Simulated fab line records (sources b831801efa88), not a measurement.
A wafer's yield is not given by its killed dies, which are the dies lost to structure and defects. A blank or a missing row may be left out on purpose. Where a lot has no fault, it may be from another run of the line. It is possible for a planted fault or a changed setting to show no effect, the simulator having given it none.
Struck lot and sound lot, side by side + flow sky130 + 15 steps out of a route of 708
Sound: these wafers, L866.3, L866.4, L866.5. Struck: wafer L858.3 (left out: L858.2, a lot-mate that was not struck); the cause follows at the end.
At each step with rows: each side's tool, then ch and its chambers, then its first start. Under that, the readings that differ: sound wafers + struck wafers + difference of the means + sigmas: that difference in standard deviations of wafers without a fault.
alike: same words and numbers on both sides, and readings whose means sit less than 2 such deviations apart. not compared: any withheld reading, any reading some wafer has no value for, any bound like >300 that may hide the same value, and any number with overlapping values for which the record gives no deviation.
The two part at a step that has a row with sigmas, a row that says differs or no value, or rows on one side only. Numbers that have no deviation but don't overlap get no sigmas and don't part them. A reading missing from all wafers of one side parts the sides only when that side holds two or more wafers.

SKY_VIA3_ETCH_14: etches BARC in N2/H2, stops on SiO2, time 45.9 s, target depth 60 nm.
  sound on rieDiel-03 ch 0,2,3, day 45 16:56; struck on rieDiel-02 ch 0, day 43 01:08
  alike: biasW, drypumpMotorCurrentA, oesProductAu, throttleValvePct
  not compared: rfHoursCounterH
then, 1 step without rows for these wafers: SKY_VIA3_ETCH_15 (etches SiO2 in C4F8/O2/Ar, stops on TiN, target depth 507 nm, time 78 s).
SKY_VIA3_STRIP_16: strips in O2/N2.
  sound on plasmaAsher-01 ch 0,1, day 45 17:04; struck on plasmaAsher-03 ch 1, day 43 01:14
  alike: drypumpMotorCurrentA, oesProductAu, stripTimeToEndpointS
  not compared: rfHoursCounterH
then, 4 steps without rows for these wafers: SKY_VIA3_STRIP_17 (strips in post etch residue remover, time 1200 s); SKY_VIA3_CLEAN_18 (cleans in IPA, time 180 s); SKY_VIA3_CLEAN_19 (cleans in O3/DIW); SKY_VIA3_SPUTTER_20 (material TiN, target thk 20 nm, time 80 s).
SKY_VIA3_CVD_21: deposits W, target thk 390 nm, time 117.31 s.
  sound on cvdW-01 ch 0,1, day 45 17:46; struck on cvdW-02 ch 0, day 43 01:56
  alike: heaterPowerOuterW, heaterPowerW
SKY_VIA3_RS_MEAS_22: measurement is done with a four-point probe.
  struck on filmMetro-01, day 43 02:04; sound on filmMetro-04, day 45 17:53
  alike: VIA3_W_RS
SKY_VIA3_THK_MEAS_23: measures by xrf.
  struck on filmMetro-01, day 43 02:11; sound on filmMetro-04, day 45 17:59
  alike: VIA3_W_THK
SKY_VIA3_CMP_24: polishes, stops on SiO2, t overpolish 20 s, target thk 0 nm.
  sound on cmp-01 ch 0,2, day 45 19:28; struck on cmp-01 ch 0, day 43 02:20
  alike: motorCurrentA, overpolishRunS, timeToEndpointS
SKY_METAL4_SPUTTER_00: material Ti, target thk 15 nm, time 10 s.
  struck on pvdSputter-02, day 43 02:32; sound on pvdSputter-03, day 45 19:46
  alike: chamberPressurePa, throttleValvePct
SKY_METAL4_SPUTTER_01: material TiN, target thk 20 nm, time 16.7 s.
  struck on pvdSputter-02, day 43 02:33; sound on pvdSputter-03, day 45 19:47
| reading                                   | sound             | struck | difference | sigmas |
|-------------------------------------------|-------------------|--------|------------|--------|
| model.TiN_of_METAL4_SPUTTER_01.thkNm (nm) | 19.72 19.68 19.68 | 7.536  | -12.157    |        |
  alike: chamberPressurePa, throttleValvePct
then, 1 step without rows for these wafers: SKY_METAL4_SPUTTER_02 (material AlCu, target thk 735 nm, time 39.1 s).
-- the record jumps here: 6 days lie between the struck wafers' starts before and after (it left off in module METAL4 and takes up again in module PAD_OPEN, whose first step shown is number 708 of the route) --
SKY_PAD_OPEN_PROBE_99:
  struck on prober-02, day 48 17:01; sound on prober-01, day 50 17:34
| reading                  | sound       | struck | difference | sigmas |
|--------------------------|-------------|--------|------------|--------|
| sort_bin_3_pad_short (%) | 0.2 0.8 1.0 | 1.6    | +0.9       | +2     |
  alike: defectLimitedYield, killed_at_M0_to_M3, killed_at_M4_up, killedAtContacts, killedAtFrontEnd, killedAtOther, killedDies, killedOnRim, killedOpen, killedShort, sort_bin_5_function, sort_bin_6_memory, sortNPass, sortYieldPct

WHERE THEY PART
At SKY_PAD_OPEN_PROBE_99 and nowhere else, as far as this record goes.

WHY: what had been put in by the simulator
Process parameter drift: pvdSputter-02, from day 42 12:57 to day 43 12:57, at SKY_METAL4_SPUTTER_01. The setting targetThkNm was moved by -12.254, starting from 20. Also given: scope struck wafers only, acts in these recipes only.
